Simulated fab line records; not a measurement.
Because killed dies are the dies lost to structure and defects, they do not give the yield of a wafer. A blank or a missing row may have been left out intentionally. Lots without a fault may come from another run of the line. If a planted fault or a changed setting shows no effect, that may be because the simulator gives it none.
Matching of chambers    flow sfqLine    SFQ_TRILAYER_I4_CMP_CMP_100 on cmp-01 has 3 sister chambers
The step polishes SiO2. 16 wafers are shown with their chamber, then 5 later ones without.

WAFERS PAIRED WITH THEIR CHAMBERS
wafer   chamber  motorCurrentA (A)  timeToEndpointS (s)  slurryFlowMlMin
L294.3  2        9.9                204                  150.5
L294.2  0        9.1                208                  149.8
L294.6  1        8.4                220                  149.8
L295.3  1        8.9                206                  149.7
L295.5  1        8.6                203                  149.7
L295.6  2        9.6                202                  150.5
L296.2  1        8.3                217                  149.6
L296.1  0        9.7                220                  149.9
L296.5  1        8.6                217                  149.6
L299.4  0        9.5                212                  150.7
L299.1  2        9.6                216                  149.8
L299.5  0        9.3                221                  149.3
L300.2  1        8.4                210                  151.0
L300.5  1        9.0                212                  150.3
L300.6  2        9.6                200                  150.1
L304.1  1        8.9                213                  149.7

SIGNATURES (averages over the wafers above)
reading          chamber 0  chamber 1  chamber 2  scatter within a chamber
motorCurrentA    9.400      8.637      9.675      0.243
timeToEndpointS  215.25     212.25     205.50     6.26
slurryFlowMlMin  149.925    149.925    150.225    0.483
Rule: distance of a wafer from a chamber = root of the sum over the readings of ((wafer's reading minus chamber's mean) / reading's scatter) squared. If the next closest chamber is less than 2 further off than the closest, the wafer can't be placed; otherwise it belongs to the closest. The scatter is the square root of a quotient: the sum, over the shown wafers, of each reading's squared deviation from its chamber's mean, divided by wafers minus chambers.

WAFERS WHOSE CHAMBER IS MISSING
wafer   motorCurrentA (A)  timeToEndpointS (s)  slurryFlowMlMin
L304.5  9.8                212                  149.4
L308.1  8.1                195                  149.5
L315.1  8.8                204                  149.6
L315.3  9.5                202                  151.0
L315.5  9.2                197                  150.0

EACH ONE'S CHAMBER
wafer   from the rows above           in truth
L304.5  can't be placed: 0 or 2       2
L308.1  1                             1
L315.1  can't be placed: 1 or 0       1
L315.3  can't be placed: 2 or 0       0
L315.5  can't be placed: 2 or 0 or 1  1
Correctly placed: 1 of 5. Unplaceable from these rows: 4, with the true chamber sitting among the candidates in 4. Number placed wrongly: 0.
